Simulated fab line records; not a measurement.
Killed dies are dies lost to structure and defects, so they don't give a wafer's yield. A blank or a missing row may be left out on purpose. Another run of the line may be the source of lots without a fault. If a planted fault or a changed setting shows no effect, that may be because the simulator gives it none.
fab line records    flow sfq-line
record: lots: 13  wafers: 38  last-day: 94
route steps=325 shown I4@174 M6@253 M7@282
lots that met no fault: taken from a fault-free run of the same line
start-h: hours from the record's first day to the start of the lot's first wafer shown    wait-h: how many hours have passed since the lot's step before this one    " same as the row above    L1.1+2: several wafers, shown together as one row    - no value present, or no start provided    * or withheld: withheld    < > ~ a bound
route shown NAME@n: names a module that has steps shown in the file, with the first one's number in the route    usual: mean and standard deviation over wafers with no fault    same: alike in all rows    chamber/n: place in a boat    sites: per-site readings    _std_site: standard deviation of those values    _edge_site: outer sites' mean less inner sites'    radius-mm: how far each site lies from the wafer's centre    mask NAME#n: copy n    behind: the tool/chamber that last shaped the wafer    hold: reason for holding the lot/hours on hold/outcome of the hold    device: the n, p or np transistor that did not switch    end of line: the same wafers' tests at the end of the route    a step without rows: its recipe alone    killed: not the wafer's yield, but the dies lost to structure and defects at the first sort    map: the dies of a wafer, with x for killed, . for not killed, _ for no die there
set.NAME: the setting that was run; set.NAME@STEP: the one run at that earlier step    model.NAME: the simulator's own value behind a step, which no gauge read
route steps across a sampled set of lots; one table per step, one row per wafer
services: from which hour (start-h, from the record's first day; less than 0 if before it) a tool's chamber was out of use, for how many hours, and why
== steps ==
step: SFQ_TRILAYER_I4_VIA_BARC_OPEN_VIA_ETCH_146
recipe: mask-material: PR  chemistry: O2  target-depth-nm: 125  target: BARC  source-w: 500  bias-w: 80  pressure-mtorr: 30  time-s: 41.7
usual: drypump-motor-current-A: 5.5/0.35  oes-product-au: 0.685/0.0049  run-length-s: 70.2/0.42
lot.wafer  tool         chamber  start-h  wait-h  drypump-motor-current-A  oes-product-au  rf-hours-counter-h  run-length-s
L272.1     rie-diel-04  0        1407.33  0.0     5.0                      0.687           11                  69.8
L272.4     "            3        "        "       5.5                      0.683           7                   69.4
L272.5     "            2        "        "       4.9                      0.681           -                   69.9
L273.1     rie-diel-03  0        1418.13  0.0     5.6                      0.686           3                   70.1
L273.4     "            1        "        "       5.6                      0.695           14                  70.7
L273.6     "            2        "        "       5.6                      0.689           -                   69.9
L274.1     rie-diel-04  0        1431.33  0.0     5.0                      0.687           11                  69.7
L274.4     "            1        "        "       5.9                      0.685           -                   69.9
L274.6     "            3        "        "       5.5                      0.688           -                   69.6
L275.1     rie-diel-04  0        1436.25  0.0     5.0                      0.677           11                  69.9
L275.3     "            3        "        "       5.4                      0.688           7                   69.6
L275.5     "            2        "        "       4.9                      0.693           -                   69.8
L276.1     rie-diel-04  3        1442.25  0.0     5.5                      0.691           8                   69.7
L276.3     "            0        "        "       5.0                      0.691           11                  69.8
L276.6     "            1        "        "       5.9                      0.687           -                   70.0
L277.4     rie-diel-03  0        1463.85  0.0     5.6                      0.684           4                   70.3
L277.5     "            1        "        "       5.6                      0.681           -                   70.3
L277.6     "            0        "        "       5.6                      0.686           -                   70.1
L279.3     rie-diel-04  1        1512.10  0.0     5.9                      0.687           3                   69.9
L279.4     "            0        "        "       5.0                      0.687           12                  70.0
L279.6     "            1        "        "       5.9                      0.679           -                   70.1
L280.2     rie-diel-04  0        1515.70  0.0     5.0                      0.682           12                  69.9
L280.5     "            1        "        "       5.9                      0.690           -                   70.2
L280.6     "            2        "        "       4.9                      0.693           -                   69.9
L281.2     rie-diel-03  1        1521.70  0.0     5.6                      0.684           16                  70.5
L281.3     "            2        "        "       5.7                      0.688           14                  70.0
L281.6     "            3        "        "       5.2                      0.686           -                   70.6
L287.1     rie-diel-04  0        1554.23  0.0     5.0                      0.681           13                  69.9
L287.4     "            1        "        "       5.9                      0.670           4                   73.5
L291.1     rie-diel-03  2        1575.95  0.0     5.7                      0.683           14                  70.4
L291.3     "            1        "        "       5.6                      0.685           17                  70.3
L291.4     "            0        "        "       5.6                      0.687           6                   70.4
L292.3     rie-diel-01  1        1581.95  0.0     5.3                      0.689           16                  70.1
L292.5     "            2        "        "       6.3                      0.689           -                   69.8
L292.6     "            3        "        "       5.6                      0.678           -                   70.4
L294.1     rie-diel-03  0        1590.35  0.0     5.6                      0.690           6                   69.9
L294.2     "            2        "        "       5.8                      0.686           15                  69.9
L294.3     "            3        "        "       5.3                      0.686           17                  70.8
step: SFQ_M6_RS_MEAS_938
recipe: thk-meas-gauge: four-point-probe  reads: Nb_of_TRILAYER_M6_DEP_SPUTTER_157
usual: M6_NB_RS: 0.893/0.011
lot.wafer  tool           chamber  start-h  wait-h  M6_NB_RS[ohm/sq]
L272.1     film-metro-02  -        1649.70  0.0     0.897
L272.4     "              -        "        "       0.890
L272.5     "              -        "        "       0.886
L273.1     film-metro-04  -        1652.10  0.0     0.892
L273.4     "              -        "        "       0.907
L273.6     "              -        "        "       0.891
L274.1     film-metro-02  -        1654.64  0.0     0.884
L274.4     "              -        "        "       0.863
L274.6     "              -        "        "       0.874
L275.1     film-metro-01  -        1671.62  0.0     0.895
L275.3     "              -        "        "       0.895
L275.5     "              -        "        "       0.901
L276.1     film-metro-02  -        1676.40  0.0     0.881
L276.3     "              -        "        "       0.876
L276.6     "              -        "        "       0.875
L277.4     film-metro-02  -        1692.52  0.1     0.898
L277.5     "              -        "        "       0.888
L277.6     "              -        "        "       0.901
L279.3     film-metro-01  -        1751.04  0.1     0.910
L279.4     "              -        "        "       0.917
L279.6     "              -        "        "       0.908
L280.2     film-metro-01  -        1753.42  0.1     0.886
L280.5     "              -        "        "       0.886
L280.6     "              -        "        "       0.887
L281.2     film-metro-02  -        1760.62  0.1     0.901
L281.3     "              -        "        "       0.906
L281.6     "              -        "        "       0.897
L287.1     film-metro-01  -        1890.97  0.0     0.885
L287.4     "              -        "        "       0.898
L291.1     film-metro-01  -        1905.33  0.0     0.889
L291.3     "              -        "        "       0.891
L291.4     "              -        "        "       0.894
L292.3     film-metro-02  -        1907.77  0.1     0.882
L292.5     "              -        "        "       0.884
L292.6     "              -        "        "       0.876
L294.1     film-metro-04  -        1916.13  0.0     0.899
L294.2     "              -        "        "       0.916
L294.3     "              -        "        "       0.903
step: SFQ_TRILAYER_M7_DEP_SPUTTER_175
recipe: material: Nb  base-pressure-pa: 1.33e-06  chamber-pressure-pa: 0.1333  substrate-temp-c: 20  target-thk-nm: 200  power-w: 2000  time-s: 133.3
usual: chamber-pressure-pa: 0.13328/0.00027  throttle-valve-pct: 30.5/0.86
lot.wafer  tool            chamber  start-h  wait-h  chamber-pressure-pa  throttle-valve-pct
L272.1     pvd-sputter-04  -        1761.57  0.0     0.13296              29.4
L272.4     "               -        "        "       0.13345              29.5
L272.5     "               -        "        "       0.13368              30.9
L273.1     pvd-sputter-03  -        1765.17  0.0     0.13368              29.7
L273.4     "               -        "        "       0.13332              30.0
L273.6     "               -        "        "       0.13325              30.8
L274.1     pvd-sputter-06  -        1768.77  0.0     0.13346              32.7
L274.4     "               -        "        "       0.13286              30.3
L274.6     "               -        "        "       0.13273              30.3
L275.1     pvd-sputter-06  -        1780.77  0.0     0.13327              30.3
L275.3     "               -        "        "       0.1331               30.8
L275.5     "               -        "        "       0.13332              33.0
L276.1     pvd-sputter-03  -        1787.25  0.0     0.13331              30.9
L276.3     "               -        "        "       0.13384              30.9
L276.6     "               -        "        "       0.13346              29.8
L277.4     pvd-sputter-04  -        1804.05  0.0     0.13277              30.6
L277.5     "               -        "        "       0.13353              29.7
L277.6     "               -        "        "       0.13334              30.7
L279.3     pvd-sputter-03  -        1851.54  0.0     0.13335              30.9
L279.4     "               -        "        "       0.13321              30.9
L279.6     "               -        "        "       0.13353              31.0
L280.2     pvd-sputter-03  -        1858.74  0.0     0.13327              31.3
L280.5     "               -        "        "       0.13302              30.2
L280.6     "               -        "        "       0.13382              29.7
L281.2     pvd-sputter-04  -        1870.74  0.0     0.13303              30.7
L281.3     "               -        "        "       0.13362              29.3
L281.6     "               -        "        "       0.13357              29.9
L287.1     pvd-sputter-06  -        1989.85  0.0     0.13286              30.4
L287.4     "               -        "        "       0.13353              30.9
L291.1     pvd-sputter-03  -        2004.87  0.0     0.13299              30.9
L291.3     "               -        "        "       0.13325              31.3
L291.4     "               -        "        "       0.13364              29.9
L292.3     pvd-sputter-06  -        2083.06  0.0     0.13316              30.2
L292.5     "               -        "        "       0.133                30.3
L292.6     "               -        "        "       0.13326              30.2
L294.1     pvd-sputter-04  -        2092.66  0.0     0.13259              29.1
L294.2     "               -        "        "       0.13336              29.6
L294.3     "               -        "        "       0.1331               30.4
step: SFQ_TRILAYER_M7_ETCH_METAL_ETCH_180
recipe: target: Nb  stop-on: SiO2  mask-material: PR  chemistry: Cl2/Ar  target-depth-nm: 240  icp-w: 600  bias-w: 80  pressure-mtorr: 10  time-s: 120
usual: drypump-motor-current-A: 5.40/0.18  oes-product-au: 0.894/0.0086  run-length-s: 148.6/0.32
lot.wafer  tool          chamber  start-h  wait-h  drypump-motor-current-A  oes-product-au  rf-hours-counter-h  run-length-s
L272.1     rie-metal-03  0        1776.75  0.0     5.47                     0.902           85                  148.3
L272.4     "             0        "        "       5.48                     0.907           -                   148.0
L272.5     "             0        "        "       5.48                     0.904           -                   148.1
L273.1     rie-metal-04  0        1779.15  0.0     5.29                     0.884           53                  148.5
L273.4     "             1        "        "       5.15                     0.906           -                   148.3
L273.6     "             0        "        "       5.29                     0.893           -                   148.4
L274.1     rie-metal-03  1        1781.55  0.0     5.76                     0.890           60                  149.1
L274.4     "             1        "        "       5.77                     0.879           -                   148.5
L274.6     "             1        "        "       5.78                     0.871           -                   148.4
L275.1     rie-metal-01  0        1787.30  0.0     5.35                     0.895           94                  148.6
L275.3     "             1        "        "       5.35                     0.884           -                   148.8
L275.5     "             0        "        "       5.38                     0.893           -                   148.7
L276.1     rie-metal-04  1        1790.90  0.0     5.17                     0.898           63                  148.9
L276.3     "             1        "        "       5.16                     0.887           -                   148.6
L276.6     "             1        "        "       5.17                     0.902           -                   148.9
L277.4     rie-metal-03  1        1806.70  0.1     5.77                     0.896           -                   148.7
L277.5     "             0        "        "       5.50                     0.889           -                   148.2
L277.6     "             1        "        "       5.78                     0.884           -                   148.3
L279.3     rie-metal-03  1        1854.32  0.1     5.79                     0.897           -                   148.5
L279.4     "             0        "        "       5.49                     0.890           -                   148.1
L279.6     "             1        "        "       5.78                     0.898           -                   148.5
L280.2     rie-metal-01  0        1862.29  0.0     5.39                     0.893           105                 148.7
L280.5     "             0        "        "       5.40                     0.897           -                   148.8
L280.6     "             1        "        "       5.36                     0.899           -                   149.1
L281.2     rie-metal-01  1        1873.35  0.0     5.38                     0.893           53                  148.8
L281.3     "             0        "        "       5.37                     0.897           -                   148.5
L281.6     "             1        "        "       5.38                     0.895           -                   149.1
L287.1     rie-metal-03  1        2067.76  0.0     5.78                     0.881           97                  148.8
L287.4     "             1        "        "       5.77                     0.892           -                   148.4
L291.1     rie-metal-04  1        2080.96  0.0     5.16                     0.891           104                 148.8
L291.3     "             1        "        "       5.14                     0.907           -                   148.7
L291.4     "             0        "        "       5.28                     0.893           -                   148.3
L292.3     rie-metal-01  1        2085.84  0.1     5.37                     0.880           -                   149.1
L292.5     "             0        "        "       5.38                     0.887           -                   148.6
L292.6     "             1        "        "       5.37                     0.883           -                   148.9
L294.1     rie-metal-01  0        2095.28  0.0     5.42                     0.895           17                  148.8
L294.2     "             1        "        "       5.37                     0.900           86                  148.8
L294.3     "             0        "        "       5.39                     0.895           -                   148.5
== services ==
tool            chamber  start-h  hours  kind
pvd-sputter-03  -        1410.31  2.7    repair
rie-diel-04     2        1421.83  13.2   repair
rie-diel-04     1        1427.67  1.9    repair
pvd-sputter-03  -        1441.16  6.6    repair
rie-metal-01    -        1519.04  4.3    pm
rie-diel-03     -        1546.88  2.8    pm
rie-diel-04     1        1606.09  6.3    repair
rie-diel-03     1        1611.66  9.7    repair
rie-metal-01    0        1649.79  3.2    repair
pvd-sputter-03  -        1655.65  0.6    repair
rie-diel-04     3        1677.75  22.3   repair
rie-diel-04     0        1684.81  13.6   repair
pvd-sputter-03  -        1685.11  5.3    repair
rie-metal-01    0        1704.13  36.8   repair
rie-diel-03     1        1710.62  4.7    repair
rie-diel-04     -        1782.91  1.2    repair
pvd-sputter-03  -        1790.22  3.4    repair
rie-diel-03     -        1810.53  0.3    repair
rie-diel-04     0        1864.98  4.3    repair
rie-diel-04     1        1882.40  9.9    repair
rie-diel-04     -        1883.20  0.1    repair
rie-diel-04     1        1959.94  1.4    repair
rie-diel-04     -        1963.43  1.2    repair
rie-diel-04     -        2009.78  2.7    repair
== key ==
first-sign: step: SFQ_TRILAYER_I4_VIA_BARC_OPEN_VIA_ETCH_146  reading: run-length-s  direction: up  sigmas: 8  usual: *  struck: *
effect: step: SFQ_TRILAYER_I4_VIA_BARC_OPEN_VIA_ETCH_146  reading: oes-product-au  direction: down  sigmas: 3  usual: 0.685  struck: 0.670
met-at SFQ_TRILAYER_I4_VIA_BARC_OPEN_VIA_ETCH_146
struck-lots L287
struck-wafers L287.4
not-acting-at SFQ_M6_RS_MEAS_938,SFQ_TRILAYER_M7_DEP_SPUTTER_175,SFQ_TRILAYER_M7_ETCH_METAL_ETCH_180
onset-between 1515.70 1554.23
fault: kind: process-parameter-drift  tool: rie-diel-04  chamber: -  onset-h: 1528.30  steps: SFQ_TRILAYER_I4_VIA_BARC_OPEN_VIA_ETCH_146  channel: time-s  offset: *  shape: step  end-h: 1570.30  scope: struck-wafers-only  acts-in: *  stated: *
